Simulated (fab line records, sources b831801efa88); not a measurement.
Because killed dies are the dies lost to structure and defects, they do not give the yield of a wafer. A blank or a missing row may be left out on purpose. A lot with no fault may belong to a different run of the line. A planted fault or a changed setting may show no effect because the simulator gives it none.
fab line records + flow sky130
[record]
- lots = 12
- wafers = 36
- lastDay = 49
route steps=708 shown FIELD_ISO@17 PASSIVATION@693 PAD_OPEN@702
lots with no fault: from the same line, run without faults
startH: hours from the record's opening day to when the first of the lot's shown wafers began + waitH: hours since the lot's step before + " as in the row above + L1.1+2: one row covering several wafers at once + - no value, or no start given + * or withheld: withheld + < > ~ a bound
route shown NAME@n: a module of which the file shows steps, and the number in the route of the first + usual: average and standard deviation across the fault-free wafers + same: alike in all rows + chamber/n: place in a boat + sites: the reading at each site + _std_site: standard deviation of those values + _edge_site: the outer-site mean with the inner-site mean subtracted + radiusMm: how far each site lies from the wafer's centre + mask NAME#n: copy n + behind: the most recent tool/chamber to have shaped the wafer + hold: reason for holding the lot/hours on hold/outcome of the hold + device: whichever transistor did not switch (one of n, p or np) + end of line: the route-end tests of the same wafers + a step with no rows: only its recipe + killed: not the wafer's yield, but the dies lost to structure and defects at the first sort + map: a wafer's dies, marking killed ones x, the rest . and places with no die _
set.NAME: the setting that was run; set.NAME@STEP: the one run at that earlier step + model.NAME: the simulator's own value behind a step, which no gauge read
the route's steps for a sample of lots (tables are steps, rows are wafers)
services: from which hour (startH, from the record's first day; less than 0 if before it) a tool's chamber was out of use, for how many hours, and why
[[steps]]
[step SKY_FIELD_ISO_STRIP_16]
[recipe]
- chemistry = O2/N2
- powerW = 1400
- pressureMtorr = 1500
- platenTempC = withheld
- o2FlowSccm = 3000
- n2FlowSccm = 300
- overashFraction = 0.5
[usual]
- drypumpMotorCurrentA = 5.9/0.32
- n2FlowSccm = 299.9/0.88
- oesProductAu = 0.378/0.0044
- stripTimeToEndpointS = 3.55/0.035
[same]
- overashFraction = 0.5
| lot.wafer | tool           | chamber | startH | waitH | drypumpMotorCurrentA | n2FlowSccm | oesProductAu | rfHoursCounterH | stripTimeToEndpointS |
|-----------|----------------|---------|--------|-------|----------------------|------------|--------------|-----------------|----------------------|
| L987.2    | plasmaAsher-04 | 1       | 29.08  | 0.0   | 6.1                  | 299.1      | 0.378        | 35              | 3.54                 |
| L987.4    | "              | 0       | "      | "     | 6.0                  | 299.1      | 0.369        | -               | 3.50                 |
| L987.6    | "              | 0       | "      | "     | 6.0                  | 298.3      | 0.382        | -               | 3.54                 |
| L988.1    | plasmaAsher-03 | 0       | 34.41  | 0.0   | 5.4                  | 299.8      | 0.384        | 35              | 3.56                 |
| L988.2    | "              | 1       | "      | "     | 6.2                  | 300.7      | 0.378        | 35              | 3.54                 |
| L988.5    | "              | 0       | "      | "     | 5.4                  | 298.6      | 0.371        | -               | 3.51                 |
| L989.3    | plasmaAsher-04 | 0       | 42.09  | 0.1   | 6.0                  | 301.5      | 0.380        | -               | 3.58                 |
| L989.4    | "              | 1       | "      | "     | 6.2                  | 300.2      | 0.379        | -               | 3.55                 |
| L989.6    | "              | 1       | "      | "     | 6.2                  | 299.8      | 0.374        | -               | 3.58                 |
| L990.2    | plasmaAsher-03 | 1       | 44.34  | 0.0   | 6.1                  | 300.9      | 0.381        | 36              | 3.54                 |
| L990.3    | "              | 1       | "      | "     | 6.1                  | 301.2      | 0.373        | -               | 3.49                 |
| L990.6    | "              | 0       | "      | "     | 5.4                  | 299.6      | 0.379        | -               | 3.57                 |
| L991.1    | plasmaAsher-04 | 1       | 49.94  | 0.0   | 6.2                  | 298.8      | 0.376        | 37              | 3.57                 |
| L991.5    | "              | 1       | "      | "     | 6.2                  | 299.6      | 0.384        | -               | 3.61                 |
| L991.6    | "              | 0       | "      | "     | 6.0                  | 299.7      | 0.370        | -               | 3.51                 |
| L993.3    | plasmaAsher-04 | 1       | 61.46  | 0.1   | 6.2                  | 300.3      | 0.383        | -               | 3.50                 |
| L993.4    | "              | 0       | "      | "     | 6.0                  | 299.6      | 0.381        | -               | 3.59                 |
| L993.5    | "              | 1       | "      | "     | 6.2                  | 300.1      | 0.381        | -               | 3.58                 |
| L100.1    | plasmaAsher-04 | 0       | 99.24  | 0.0   | 6.0                  | 299.7      | 0.378        | 42              | 3.54                 |
| L100.3    | "              | 0       | "      | "     | 6.0                  | 299.6      | 0.384        | -               | 3.55                 |
| L100.4    | "              | 1       | "      | "     | 6.1                  | 300.1      | 0.376        | -               | 3.58                 |
| L101.3    | plasmaAsher-04 | 0       | 102.36 | 0.1   | 6.0                  | 301.4      | 0.385        | -               | 3.60                 |
| L101.4    | "              | 1       | "      | "     | 6.2                  | 300.5      | 0.381        | -               | 3.54                 |
| L101.5    | "              | 0       | "      | "     | 6.1                  | 299.6      | 0.381        | -               | 3.58                 |
| L103.1    | plasmaAsher-03 | 1       | 112.98 | 0.0   | 6.2                  | 298.4      | 0.373        | 42              | 3.49                 |
| L103.3    | "              | 1       | "      | "     | 6.2                  | 299.0      | 0.377        | -               | 3.59                 |
| L103.4    | "              | 0       | "      | "     | 5.4                  | 300.4      | 0.381        | -               | 3.54                 |
| L104.1    | plasmaAsher-02 | 1       | 119.83 | 0.0   | 6.2                  | 299.4      | 0.374        | 29              | 3.55                 |
| L104.5    | "              | 1       | "      | "     | 6.2                  | 298.9      | 0.378        | -               | 3.56                 |
| L104.6    | "              | 0       | "      | "     | 5.5                  | 300.7      | 0.379        | -               | 3.56                 |
| L106.1    | plasmaAsher-03 | 1       | 127.48 | 0.0   | 6.1                  | 300.2      | 0.374        | 44              | 3.60                 |
| L106.2    | "              | 0       | "      | "     | 5.4                  | 301.0      | 0.372        | 44              | 3.55                 |
| L106.4    | "              | 0       | "      | "     | 5.4                  | 300.9      | 0.379        | -               | 3.60                 |
| L107.2    | plasmaAsher-03 | 1       | 132.29 | 0.0   | 6.2                  | 298.4      | 0.376        | 44              | 3.50                 |
| L107.4    | "              | 1       | "      | "     | 6.2                  | 300.3      | 0.380        | -               | 3.57                 |
| L107.6    | "              | 1       | "      | "     | 6.2                  | 300.5      | 0.380        | -               | 3.55                 |
[step SKY_PASSIVATION_STRIP_12]
[recipe]
- chemistry = O2/N2
- powerW = 1400
- pressureMtorr = 1500
- platenTempC = withheld
- overashFraction = 0.7
- o2FlowSccm = 3000
- n2FlowSccm = 300
[usual]
- drypumpMotorCurrentA = 5.9/0.33
- n2FlowSccm = 300.0/0.91
- oesProductAu = 0.661/0.0048
- stripTimeToEndpointS = 31.58/0.11
[same]
- overashFraction = 0.7
| lot.wafer | tool           | chamber | startH  | waitH | drypumpMotorCurrentA | n2FlowSccm | oesProductAu | rfHoursCounterH | stripTimeToEndpointS |
|-----------|----------------|---------|---------|-------|----------------------|------------|--------------|-----------------|----------------------|
| L987.2    | plasmaAsher-04 | 0       | 1050.61 | 0.1   | 6.0                  | 300.2      | 0.666        | 54              | 31.54                |
| L987.4    | "              | 1       | "       | "     | 6.2                  | 298.5      | 0.662        | -               | 31.55                |
| L987.6    | "              | 0       | "       | "     | 6.0                  | 301.1      | 0.669        | -               | 31.55                |
| L988.1    | plasmaAsher-04 | 0       | 1058.72 | 0.1   | 6.0                  | 299.5      | 0.659        | 55              | 31.57                |
| L988.2    | "              | 1       | "       | "     | 6.2                  | 300.1      | 0.663        | 55              | 31.55                |
| L988.5    | "              | 1       | "       | "     | 6.2                  | 299.9      | 0.664        | -               | 31.56                |
| L989.3    | plasmaAsher-02 | 0       | 1065.25 | 0.1   | 5.5                  | 300.4      | 0.664        | -               | 31.56                |
| L989.4    | "              | 1       | "       | "     | 6.2                  | 301.7      | 0.667        | -               | 31.41                |
| L989.6    | "              | 1       | "       | "     | 6.3                  | 301.4      | 0.662        | -               | 31.48                |
| L990.2    | plasmaAsher-03 | 0       | 1078.66 | 0.1   | 5.4                  | 298.8      | 0.661        | 31              | 31.67                |
| L990.3    | "              | 1       | "       | "     | 6.2                  | 298.9      | 0.659        | -               | 31.74                |
| L990.6    | "              | 1       | "       | "     | 6.2                  | 299.7      | 0.669        | -               | 31.76                |
| L991.1    | plasmaAsher-03 | 0       | 1079.81 | 0.1   | 5.4                  | 300.1      | 0.658        | 31              | 31.48                |
| L991.5    | "              | 1       | "       | "     | 6.1                  | 301.3      | 0.663        | -               | 31.60                |
| L991.6    | "              | 0       | "       | "     | 5.4                  | 300.4      | 0.663        | -               | 31.67                |
| L993.3    | plasmaAsher-04 | 0       | 1096.46 | 0.1   | 6.1                  | 301.9      | 0.659        | -               | 31.74                |
| L993.4    | "              | 1       | "       | "     | 6.2                  | 300.2      | 0.655        | -               | 31.53                |
| L993.5    | "              | 1       | "       | "     | 6.1                  | 299.7      | 0.672        | -               | 31.66                |
| L100.1    | plasmaAsher-03 | 0       | 1138.23 | 0.1   | 5.4                  | 301.0      | 0.652        | 36              | 31.63                |
| L100.3    | "              | 1       | "       | "     | 6.1                  | 300.0      | 0.660        | -               | 31.64                |
| L100.4    | "              | 0       | "       | "     | 5.4                  | 300.5      | 0.667        | -               | 31.38                |
| L101.3    | plasmaAsher-03 | 0       | 1140.25 | 0.1   | 5.4                  | 299.4      | 0.656        | -               | 31.47                |
| L101.4    | "              | 1       | "       | "     | 6.1                  | 300.6      | 0.665        | -               | 31.54                |
| L101.5    | "              | 1       | "       | "     | 6.1                  | 299.9      | 0.665        | -               | 31.35                |
| L103.1    | plasmaAsher-03 | 1       | 1149.91 | 0.1   | 6.2                  | 299.0      | 0.661        | 37              | 31.55                |
| L103.3    | "              | 0       | "       | "     | 5.4                  | 300.4      | 0.665        | -               | 31.70                |
| L103.4    | "              | 1       | "       | "     | 6.2                  | 299.0      | 0.666        | -               | 31.47                |
| L104.1    | plasmaAsher-02 | 0       | 1163.17 | 0.1   | 5.5                  | 301.5      | 0.670        | 10              | 31.66                |
| L104.5    | "              | 0       | "       | "     | 5.5                  | 300.2      | 0.660        | -               | 31.59                |
| L104.6    | "              | 1       | "       | "     | 6.2                  | 300.1      | 0.666        | -               | 31.62                |
| L106.1    | plasmaAsher-03 | 1       | 1165.36 | 0.1   | 6.1                  | 299.5      | 0.667        | 39              | 31.60                |
| L106.2    | "              | 0       | "       | "     | 5.4                  | 301.2      | 0.655        | 39              | 31.69                |
| L106.4    | "              | 0       | "       | "     | 5.4                  | 301.5      | 0.659        | -               | 31.55                |
| L107.2    | plasmaAsher-03 | 0       | 1167.16 | 0.1   | 5.4                  | 301.8      | 0.651        | 39              | 31.66                |
| L107.4    | "              | 0       | "       | "     | 5.4                  | 300.9      | 0.654        | -               | 31.73                |
| L107.6    | "              | 1       | "       | "     | 6.1                  | 299.7      | 0.657        | -               | 31.56                |
[step SKY_PAD_OPEN_STRIP_08]
[recipe]
- chemistry = O2/N2
- powerW = 1400
- pressureMtorr = 1500
- platenTempC = withheld
- overashFraction = 0.7
- o2FlowSccm = 3000
- n2FlowSccm = 300
[usual]
- drypumpMotorCurrentA = 5.8/0.44
- n2FlowSccm = 300.0/0.83
- oesProductAu = 0.663/0.0044
- stripTimeToEndpointS = 37.11/0.11
[same]
- overashFraction = 0.7
| lot.wafer | tool           | chamber | startH  | waitH | drypumpMotorCurrentA | n2FlowSccm | oesProductAu | rfHoursCounterH | stripTimeToEndpointS |
|-----------|----------------|---------|---------|-------|----------------------|------------|--------------|-----------------|----------------------|
| L987.2    | plasmaAsher-02 | 1       | 1072.22 | 0.1   | 6.2                  | 300.4      | 0.672        | 1               | 37.15                |
| L987.4    | "              | 1       | "       | "     | 6.2                  | 299.4      | 0.657        | -               | 37.22                |
| L987.6    | "              | 1       | "       | "     | 6.2                  | 299.3      | 0.670        | -               | 37.26                |
| L988.1    | plasmaAsher-03 | 0       | 1080.72 | 0.1   | 5.4                  | 299.6      | 0.660        | 31              | 37.03                |
| L988.2    | "              | 1       | "       | "     | 6.1                  | 301.9      | 0.662        | 31              | 37.07                |
| L988.5    | "              | 0       | "       | "     | 5.4                  | 300.1      | 0.667        | -               | 37.09                |
| L989.3    | plasmaAsher-01 | 0       | 1086.18 | 0.1   | 6.2                  | 299.7      | 0.671        | -               | 37.07                |
| L989.4    | "              | 1       | "       | "     | 5.1                  | 300.8      | 0.657        | -               | 36.95                |
| L989.6    | "              | 1       | "       | "     | 5.1                  | 300.5      | 0.668        | -               | 37.02                |
| L990.2    | plasmaAsher-03 | 1       | 1099.32 | 0.1   | 6.2                  | 300.6      | 0.663        | 33              | 36.89                |
| L990.3    | "              | 0       | "       | "     | 5.4                  | 299.3      | 0.660        | -               | 36.81                |
| L990.6    | "              | 0       | "       | "     | 5.4                  | 300.1      | 0.667        | -               | 36.87                |
| L991.1    | plasmaAsher-03 | 0       | 1100.49 | 0.1   | 5.4                  | 300.4      | 0.671        | 33              | 37.17                |
| L991.5    | "              | 0       | "       | "     | 5.4                  | 300.9      | 0.665        | -               | 37.16                |
| L991.6    | "              | 1       | "       | "     | 6.2                  | 300.2      | 0.658        | -               | 37.13                |
| L993.3    | plasmaAsher-02 | 1       | 1116.10 | 0.1   | 6.3                  | 300.2      | 0.664        | -               | 37.20                |
| L993.4    | "              | 0       | "       | "     | 5.5                  | 299.7      | 0.667        | -               | 37.04                |
| L993.5    | "              | 1       | "       | "     | 6.2                  | 300.6      | 0.669        | -               | 37.16                |
| L100.1    | plasmaAsher-03 | 0       | 1157.46 | 0.1   | 5.4                  | 298.6      | 0.659        | 38              | 37.08                |
| L100.3    | "              | 0       | "       | "     | 5.4                  | 299.8      | 0.664        | -               | 37.17                |
| L100.4    | "              | 1       | "       | "     | 6.2                  | 301.3      | 0.668        | -               | 37.10                |
| L101.3    | plasmaAsher-01 | 1       | 1158.90 | 0.1   | 5.1                  | 298.4      | 0.664        | -               | 37.15                |
| L101.4    | "              | 0       | "       | "     | 6.2                  | 300.1      | 0.668        | -               | 37.25                |
| L101.5    | "              | 0       | "       | "     | 6.2                  | 298.6      | 0.661        | -               | 37.19                |
| L103.1    | plasmaAsher-01 | 0       | 1167.47 | 0.1   | 6.2                  | 299.9      | 0.651        | 109             | 37.19                |
| L103.3    | "              | 0       | "       | "     | 6.2                  | 298.4      | 0.664        | -               | 37.29                |
| L103.4    | "              | 1       | "       | "     | 5.1                  | 299.1      | 0.664        | -               | 37.31                |
| L104.1    | plasmaAsher-01 | 0       | 1179.82 | 0.1   | 6.2                  | 298.5      | 0.665        | 110             | 37.08                |
| L104.5    | "              | 0       | "       | "     | 6.2                  | 299.5      | 0.660        | -               | 37.02                |
| L104.6    | "              | 1       | "       | "     | 5.1                  | 300.0      | 0.668        | -               | 36.90                |
| L106.1    | plasmaAsher-03 | 1       | 1182.27 | 0.1   | 6.1                  | 299.8      | 0.666        | 40              | 37.03                |
| L106.2    | "              | 0       | "       | "     | 5.4                  | 299.2      | 0.668        | 40              | 37.05                |
| L106.4    | "              | 1       | "       | "     | 6.2                  | 300.8      | 0.663        | -               | 37.15                |
| L107.2    | plasmaAsher-01 | 1       | 1184.04 | 0.1   | 5.1                  | 300.7      | 0.663        | 110             | 37.01                |
| L107.4    | "              | 1       | "       | "     | 5.1                  | 300.0      | 0.659        | -               | 37.04                |
| L107.6    | "              | 1       | "       | "     | 5.1                  | 299.9      | 0.657        | -               | 37.10                |
[step SKY_PAD_OPEN_BOW_MEAS_13]
[recipe]
- mode = bow
[usual]
- PAD_OPEN_BOW = 46/8.9
| lot.wafer | tool         | chamber | startH  | waitH | PAD_OPEN_BOW[um] |
|-----------|--------------|---------|---------|-------|------------------|
| L987.2    | filmMetro-01 | -       | 1074.33 | -     | 50               |
| L987.4    | "            | -       | "       | "     | 58               |
| L987.6    | "            | -       | "       | "     | 51               |
| L988.1    | filmMetro-01 | -       | 1082.81 | -     | 57               |
| L988.2    | "            | -       | "       | "     | 54               |
| L988.5    | "            | -       | "       | "     | 55               |
| L989.3    | filmMetro-04 | -       | 1088.28 | -     | 47               |
| L989.4    | "            | -       | "       | "     | 42               |
| L989.6    | "            | -       | "       | "     | 51               |
| L990.2    | filmMetro-01 | -       | 1101.43 | -     | 47               |
| L990.3    | "            | -       | "       | "     | 48               |
| L990.6    | "            | -       | "       | "     | 37               |
| L991.1    | filmMetro-03 | -       | 1102.75 | -     | 47               |
| L991.5    | "            | -       | "       | "     | 46               |
| L991.6    | "            | -       | "       | "     | 49               |
| L993.3    | filmMetro-04 | -       | 1118.29 | -     | 52               |
| L993.4    | "            | -       | "       | "     | 51               |
| L993.5    | "            | -       | "       | "     | 46               |
| L100.1    | filmMetro-01 | -       | 1159.55 | -     | 63               |
| L100.3    | "            | -       | "       | "     | 54               |
| L100.4    | "            | -       | "       | "     | 61               |
| L101.3    | filmMetro-04 | -       | 1161.09 | -     | 37               |
| L101.4    | "            | -       | "       | "     | 44               |
| L101.5    | "            | -       | "       | "     | 31               |
| L103.1    | filmMetro-04 | -       | 1169.57 | -     | 38               |
| L103.3    | "            | -       | "       | "     | 54               |
| L103.4    | "            | -       | "       | "     | 56               |
| L104.1    | filmMetro-03 | -       | 1181.91 | -     | 66               |
| L104.5    | "            | -       | "       | "     | 63               |
| L104.6    | "            | -       | "       | "     | 52               |
| L106.1    | filmMetro-04 | -       | 1184.36 | -     | 35               |
| L106.2    | "            | -       | "       | "     | 40               |
| L106.4    | "            | -       | "       | "     | 38               |
| L107.2    | filmMetro-01 | -       | 1186.16 | -     | 39               |
| L107.4    | "            | -       | "       | "     | 47               |
| L107.6    | "            | -       | "       | "     | 48               |
[step SKY_PAD_OPEN_PROBE_99]
[usual]
- killed_at_M0_to_M3 = 43/6.5
- killed_at_M4_up = 3/1.7
- killedAtContacts = 25/5.1
- killedAtFrontEnd = 15/3.8
- killedAtOther = 0.2/0.45
- killedDies = 86/8.8
- killedOpen = 47/6.7
- killedShort = 39/6
[same]
- grossDies = 492
- killedAtBackSide = 0
| lot.wafer | tool      | chamber | startH  | waitH | killed_at_M0_to_M3 | killed_at_M4_up | killedAtContacts | killedAtFrontEnd | killedAtOther | killedDies | killedOpen | killedShort |
|-----------|-----------|---------|---------|-------|--------------------|-----------------|------------------|------------------|---------------|------------|------------|-------------|
| L100.1    | prober-02 | -       | 1159.67 | 0.1   | 34                 | 3               | 18               | 81               | 0             | 136        | 42         | 36          |
| L100.3    | prober-02 | -       | 1159.77 | 0.2   | 36                 | 5               | 22               | 78               | 0             | 141        | 40         | 40          |
| L100.4    | prober-02 | -       | 1159.82 | 0.2   | 32                 | 2               | 19               | 13               | 1             | 67         | 35         | 32          |
| L101.3    | prober-02 | -       | 1161.27 | 0.2   | 41                 | 2               | 22               | 78               | 0             | 143        | 47         | 41          |
| L101.4    | prober-02 | -       | 1161.32 | 0.2   | 50                 | 4               | 23               | 20               | 0             | 97         | 53         | 44          |
| L101.5    | prober-02 | -       | 1161.37 | 0.2   | 30                 | 4               | 19               | 76               | 1             | 130        | 33         | 38          |
// killed by level:class
L100.1 FIELD_ISO:unspecified=58 CONTACT:geometricParticle:open=10 VIA1:geometricParticle:open=8 FIELD_ISO:geometricParticle:short=7 FIELD_ISO:geometricParticle:open=5 POLY_GATE:geometricParticle:short=5 METAL1:geometricParticle:short=5 VIA2:geometricParticle:open=5
L100.3 FIELD_ISO:unspecified=61 CONTACT:geometricParticle:open=10 LI_CONTACT:geometricParticle:open=9 VIA1:geometricParticle:short=6 METAL2:geometricParticle:short=6 VIA2:geometricParticle:short=6 VIA1:geometricParticle:open=5 METAL1:geometricParticle:short=5
L100.4 VIA1:geometricParticle:open=8 VIA1:geometricParticle:short=6 FIELD_ISO:geometricParticle:open=5 LI_CONTACT:geometricParticle:short=5 LI_CONTACT:geometricParticle:open=4 VIA2:geometricParticle:open=4 LOCAL_INTERCONNECT:geometricParticle:short=4 CONTACT:geometricParticle:open=4
L101.3 FIELD_ISO:unspecified=55 POLY_GATE:geometricParticle:open=8 VIA3:geometricParticle:open=8 VIA1:geometricParticle:open=7 CONTACT:geometricParticle:open=7 METAL2:geometricParticle:short=6 POLY_GATE:geometricParticle:short=5 LOCAL_INTERCONNECT:geometricParticle:short=5
L101.4 VIA1:geometricParticle:open=15 METAL2:geometricParticle:short=10 LI_CONTACT:geometricParticle:open=8 VIA3:geometricParticle:open=6 FIELD_ISO:geometricParticle:open=5 CONTACT:geometricParticle:short=5 POLY_GATE:geometricParticle:short=5 POLY_GATE:geometricParticle:open=5
L101.5 FIELD_ISO:unspecified=59 CONTACT:geometricParticle:open=8 METAL1:geometricParticle:short=7 LI_CONTACT:geometricParticle:open=6 VIA1:geometricParticle:open=5 POLY_GATE:geometricParticle:short=4 POLY_GATE:geometricParticle:open=4 METAL3:geometricParticle:short=4
[[services]]
| tool           | chamber | startH  | hours | kind   |
|----------------|---------|---------|-------|--------|
| plasmaAsher-01 | -       | 81.46   | 1.4   | repair |
| plasmaAsher-01 | -       | 108.84  | 9.0   | pm     |
| plasmaAsher-02 | -       | 157.74  | 0.5   | repair |
| plasmaAsher-04 | -       | 158.32  | 2.1   | repair |
| plasmaAsher-03 | -       | 293.36  | 4.1   | repair |
| plasmaAsher-04 | -       | 337.57  | 2.8   | pm     |
| plasmaAsher-03 | -       | 381.68  | 2.9   | repair |
| plasmaAsher-04 | -       | 421.25  | 9.0   | pm     |
| plasmaAsher-04 | -       | 433.29  | 64.4  | repair |
| plasmaAsher-03 | -       | 474.02  | 2.8   | pm     |
| plasmaAsher-02 | -       | 480.62  | 32.9  | repair |
| plasmaAsher-01 | -       | 502.62  | 7.2   | repair |
| plasmaAsher-01 | -       | 558.86  | 0.9   | repair |
| plasmaAsher-04 | -       | 582.50  | 28.1  | pm     |
| plasmaAsher-02 | -       | 680.31  | 1.0   | repair |
| plasmaAsher-02 | -       | 693.58  | 2.8   | pm     |
| plasmaAsher-03 | -       | 733.75  | 9.0   | pm     |
| plasmaAsher-04 | -       | 772.60  | 4.2   | repair |
| plasmaAsher-03 | -       | 789.10  | 14.6  | pm     |
| plasmaAsher-04 | -       | 792.19  | 1.6   | repair |
| plasmaAsher-03 | -       | 845.49  | 1.2   | repair |
| plasmaAsher-04 | -       | 900.55  | 1.9   | repair |
| plasmaAsher-03 | -       | 951.72  | 15.6  | pm     |
| plasmaAsher-03 | -       | 1018.32 | 4.3   | pm     |
[[key]]
[firstSign]
- step = SKY_PAD_OPEN_PROBE_99
- reading = killedAtFrontEnd
- direction = up
- sigmas = 16
- usual = 15
- struck = 78
[effect]
- step = SKY_PAD_OPEN_PROBE_99
- reading = killedDies
- direction = up
- sigmas = 5.8
- usual = 86
- struck = 138
metAt SKY_FIELD_ISO_STRIP_16
struckLots L100,L101
struckWafers L100.1,L100.3,L101.3,L101.5
testerLeftOut L100,L101
notActingAt SKY_PASSIVATION_STRIP_12,SKY_PAD_OPEN_STRIP_08,SKY_PAD_OPEN_BOW_MEAS_13
onsetBetween 61.46 99.24
[fault]
- kind = chamberParticleSource
- tool = plasmaAsher-04
- chamber = 0
- onsetH = 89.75
- steps = SKY_FIELD_ISO_STRIP_16
- ratePerVisitCm2 = 1.9774
- endH = 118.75
// testerLeftOut: of these lots the tester's yield and bins aren't shown, on N5 and GAA mostly nor the transistor test; their killed dies are dies lost to structure and defects alone, not to doping, threshold or leakage, so they don't give the yield
